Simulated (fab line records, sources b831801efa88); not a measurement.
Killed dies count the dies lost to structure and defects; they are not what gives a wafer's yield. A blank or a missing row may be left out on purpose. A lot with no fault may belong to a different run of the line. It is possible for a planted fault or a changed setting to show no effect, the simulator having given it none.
Which of the tools did it? + flow sky130 + 6 lots with 18 wafers sampled at 2 steps, on a route of 708 steps

== WHAT EACH GAUGE READ, for each wafer ==
SKY_GATE_OXIDE_THK_MEAS_02.
| lot  | measured     | on            | GATE_OXIDE_OXIDATION_00_THK (nm)    |
|------|--------------|---------------|-------------------------------------|
| L815 | day 13 17:29 | film-metro-02 | 9.54 9.65 9.73                      |
| L818 | day 14 12:58 | film-metro-03 | 10.22 10.05 10.25                   |
| L821 | day 15 09:11 | film-metro-03 | 15.93 16.26 16.17 15.98 16.27 16.18 |
| L825 | day 16 18:47 | film-metro-01 | 16.16 16.10 16.29 16.18 16.05 16.35 |
| L830 | day 18 06:47 | film-metro-03 | 10.46 10.42 10.32                   |
| L833 | day 19 14:39 | film-metro-01 | 10.24 10.32 10.27                   |

== TOOL THAT RAN EACH LOT (tool first, then ch and the chambers of the sampled wafers, then the start) ==
| lot  | SKY_GATE_OXIDE_OXIDATION_01                                     |
|------|-----------------------------------------------------------------|
| L815 | furnace-01 ch 0, day 13 16:05                                   |
| L818 | furnace-01 ch 0, day 14 11:32                                   |
| L821 | furnace-01 ch 0, day 15 05:58 and furnace-02 ch 0, day 15 07:43 |
| L825 | furnace-02 ch 0, day 16 15:40 and furnace-01 ch 0, day 16 17:23 |
| L830 | furnace-02 ch 0, day 18 05:22                                   |
| L833 | furnace-02 ch 0, day 19 13:14                                   |
- SKY_GATE_OXIDE_OXIDATION_01: stabilise 600 s, purge 300 s, target thk 10.268 nm.

== THE ANSWER, worked out from the rows above alone ==
Rule: usual is defined by the lots themselves. Put in order of their means at a reading, lots are off if they are a third of the lots or fewer, leave a main group of 4 or more, and stand apart from it by a gap of 3 or more times the standard deviation of the main group's means; of several such gaps the widest counts. A main group whose means are all the same, to the digits that the tables above print for the reading, isn't used. Also off: a lot with no number at a reading for which 4 or more lots have one. Where the step has rows for the other lots, those lots are counted as sound.
Off: L821, L825, at SKY_GATE_OXIDE_THK_MEAS_02 (GATE_OXIDE_OXIDATION_00_THK). For the main group the mean is 10.12 nm and the standard deviation 0.29.
A tool fits if, at a process step before that reading, it ran every lot that is off, and no sound lot after the first of them. Those tools and the gauges at SKY_GATE_OXIDE_THK_MEAS_02 are tried in the same way. One fits: SKY_GATE_OXIDE_OXIDATION_01 on furnace-01. A fault onset in the window from L818 (day 14 11:32, its last sound lot) to L821 (day 15 05:58, its first lot off) fits.

== WHAT HAD BEEN PUT IN BY THE SIMULATOR ==
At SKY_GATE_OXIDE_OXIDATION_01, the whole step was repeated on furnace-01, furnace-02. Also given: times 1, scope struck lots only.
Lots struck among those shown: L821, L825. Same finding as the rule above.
